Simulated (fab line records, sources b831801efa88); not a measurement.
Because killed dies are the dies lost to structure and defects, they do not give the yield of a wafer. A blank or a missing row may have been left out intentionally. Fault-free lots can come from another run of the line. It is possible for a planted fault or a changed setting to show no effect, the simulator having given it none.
Which of the tools did it? -- flow sky130 -- 11 lots, 33 wafers sampled, at 3 steps of a route of 708

WHAT EACH GAUGE READ, for each wafer
SKY_SPACER_THK_MEAS_01.
lot,measured,on,SPACER_CVD_00_THK (nm)
L430,day 23 05:58,film_metro-03,43.0 43.0 43.2
L432,day 24 01:41,film_metro-03,43.3 43.4 43.4
L433,day 24 21:08,film_metro-04,43.9 43.8 43.7
L437,day 25 22:04,film_metro-02,37.8 38.1 38.0
L438,day 26 13:05,film_metro-04,37.6 37.8 37.7
L439,day 26 14:19,film_metro-04,38.1 38.2 38.2
L446,day 29 10:22,film_metro-03,43.1 43.1 43.2
L449,day 29 20:41,film_metro-02,42.8 42.9 42.8
L450,day 30 09:53,film_metro-04,43.0 42.8 42.8
L452,day 30 16:13,film_metro-03,43.3 43.1 42.9
L451,day 30 16:13,film_metro-02,42.5 42.3 42.0

EACH LOT AND THE TOOL THAT RAN IT (in order: tool; ch and the chambers of the sampled wafers; start)
lot,SKY_POLY_GATE_STRIP_18,SKY_SPACER_CVD_00
L430,"plasma_asher-04 ch 0,1, day 16 18:08","lpcvd-02 ch 0, day 23 04:45"
L432,"plasma_asher-02 ch 0,1, day 17 13:20","lpcvd-02 ch 0, day 24 00:29"
L433,"plasma_asher-02 ch 0, day 18 02:53","lpcvd-02 ch 1, day 24 19:19"
L437,"plasma_asher-03 ch 0,1, day 19 10:05","lpcvd-02 ch 1, day 25 20:52"
L438,"plasma_asher-04 ch 0,1, day 20 00:02","lpcvd-02 ch 1, day 26 11:53"
L439,"plasma_asher-03 ch 0,1, day 20 01:41","lpcvd-02 ch 1, day 26 13:05"
L446,"plasma_asher-03 ch 0,1, day 23 01:36","lpcvd-02 ch 0, day 29 09:10"
L449,"plasma_asher-04 ch 0,1, day 23 15:26","lpcvd-02 ch 0, day 29 19:28"
L450,"plasma_asher-03 ch 0,1, day 24 05:02","lpcvd-02 ch 1, day 30 08:40"
L452,"plasma_asher-03 ch 0,1, day 24 09:57","lpcvd-02 ch 1, day 30 15:00"
L451,"plasma_asher-03 ch 0, day 24 11:12","lpcvd-02 ch 1, day 30 15:00"
- SKY_POLY_GATE_STRIP_18: strips in O2/N2.
- SKY_SPACER_CVD_00: deposits Si3N4 from DCS/NH3, target thk 43.1 nm, time 740 s.

AS READ BY THE TOOLS THEMSELVES (means over the sampled wafers that have a number; for cases with no such wafer, the mark the record gives instead)
SKY_POLY_GATE_STRIP_18.
lot,tool,drypump_motor_current_A (A),oes_product_au (a.u.),strip_time_to_endpoint_s (s)
L430,plasma_asher-04,6.1,0.354,3.11
L432,plasma_asher-02,5.7,0.369,3.21
L433,plasma_asher-02,5.0,0.365,3.17
L437,plasma_asher-03,5.5,0.361,3.13
L438,plasma_asher-04,6.3,0.362,3.25
L439,plasma_asher-03,5.5,0.359,3.15
L446,plasma_asher-03,5.4,0.359,3.19
L449,plasma_asher-04,6.1,0.358,3.12
L450,plasma_asher-03,5.4,0.361,3.15
L452,plasma_asher-03,5.4,0.357,3.14
L451,plasma_asher-03,5.5,0.363,3.17

THE ANSWER, worked out from the rows above alone
Rule: usual is defined by the lots themselves. The widest of any qualifying gaps counts: lots, ordered by their means at a reading, are off when they make up no more than a third of the lots, leave a main group of 4 or more, and stand apart from it by 3 or more times the standard deviation of that group's means. A main group whose means are all the same, to the digits that the tables above print for the reading, isn't used. Also off: a lot with no number at a reading for which 4 or more lots have one. The other lots that the step has rows for count as sound. The gauges are gone through in route order, then the tools' own readings, and for those a lot's mean is taken as printed above. The first step at which some lot is off is used, and at that step the reading that is off furthest; a lot without a number counts as furthest.
Off: L437, L438, L439, seen at SKY_SPACER_THK_MEAS_01 (SPACER_CVD_00_THK). The main group: mean 43.1 nm, standard deviation 0.41.
If a tool, at a process step before that reading, ran all the lots that are off and no sound lot after the first of them, it fits. Those tools and the gauges at SKY_SPACER_THK_MEAS_01 are tried in the same way. None of those tried fits.

WHAT THE SIMULATOR HAD PUT IN
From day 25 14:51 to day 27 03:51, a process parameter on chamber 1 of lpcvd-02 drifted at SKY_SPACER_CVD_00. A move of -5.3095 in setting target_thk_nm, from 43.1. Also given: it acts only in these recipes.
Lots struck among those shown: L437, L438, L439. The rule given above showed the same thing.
